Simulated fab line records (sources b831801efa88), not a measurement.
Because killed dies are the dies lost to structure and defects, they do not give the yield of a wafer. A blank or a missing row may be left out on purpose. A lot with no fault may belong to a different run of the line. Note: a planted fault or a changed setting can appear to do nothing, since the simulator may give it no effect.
Chamber matching | flow sky130 | cmp-02 running SKY_VIA3_CMP_02: 4 sister chambers
The step polishes SiO2. 8 wafers are shown with their chamber, then 9 later ones without.

## WAFERS PAIRED WITH THEIR CHAMBERS
wafer  | chamber | slurry-filter-dp-kPa (kPa) | motor-current-A (A)
L994.6 | 1       | 13.53                      | 13.8
L996.2 | 2       | 13.51                      | 14.5
L998.1 | 3       | 13.32                      | 14.0
L998.3 | 0       | 13.54                      | 14.6
L998.6 | 2       | 13.70                      | 14.3
L102.1 | 3       | 13.37                      | 13.6
L102.3 | 1       | 13.51                      | 14.2
L102.6 | 0       | 13.53                      | 13.6

## WAFERS MISSING THEIR CHAMBER
wafer  | slurry-filter-dp-kPa (kPa) | motor-current-A (A)
L109.1 | 13.59                      | 13.8
L109.4 | 13.26                      | 13.6
L109.6 | 13.58                      | 14.0
L111.1 | 13.43                      | 15.0
L111.3 | 13.44                      | 13.8
L111.5 | 13.64                      | 13.2
L112.3 | 13.46                      | 14.2
L112.4 | 13.48                      | 14.0
L112.6 | 13.34                      | 15.5

## CHAMBER TAKEN BY EACH
wafer  | from the rows above               | in truth
L109.1 | can't be placed: 0 or 1 or 2      | 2
L109.4 | 3                                 | 3
L109.6 | can't be placed: 0 or 1 or 2      | 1
L111.1 | can't be placed: 0 or 1 or 2 or 3 | 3
L111.3 | can't be placed: 1 or 3 or 0 or 2 | 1
L111.5 | can't be placed: 1 or 0 or 2 or 3 | 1
L112.3 | can't be placed: 1 or 0 or 3 or 2 | 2
L112.4 | can't be placed: 1 or 0 or 3 or 2 | 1
L112.6 | can't be placed: 3 or 0 or 1 or 2 | 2
Correctly placed: 1 of 9. Unplaceable from these rows: 8, with the true chamber sitting among the candidates in 8. Placed wrongly: 0.
How it was worked out, from the rows above alone: a wafer's distance from a chamber is the root of the sum, over the readings, of the square of ((its reading less the chamber's mean) divided by the reading's scatter). The wafer belongs to the nearest chamber; if the next one is less than 2 further off, it can't be placed. For every chamber, the mean is computed from those of its wafers that are shown. How the scatter is found: for the shown wafers, subtract from each reading the mean of its chamber, square and add these, divide the total by (wafers less chambers), then take the root.
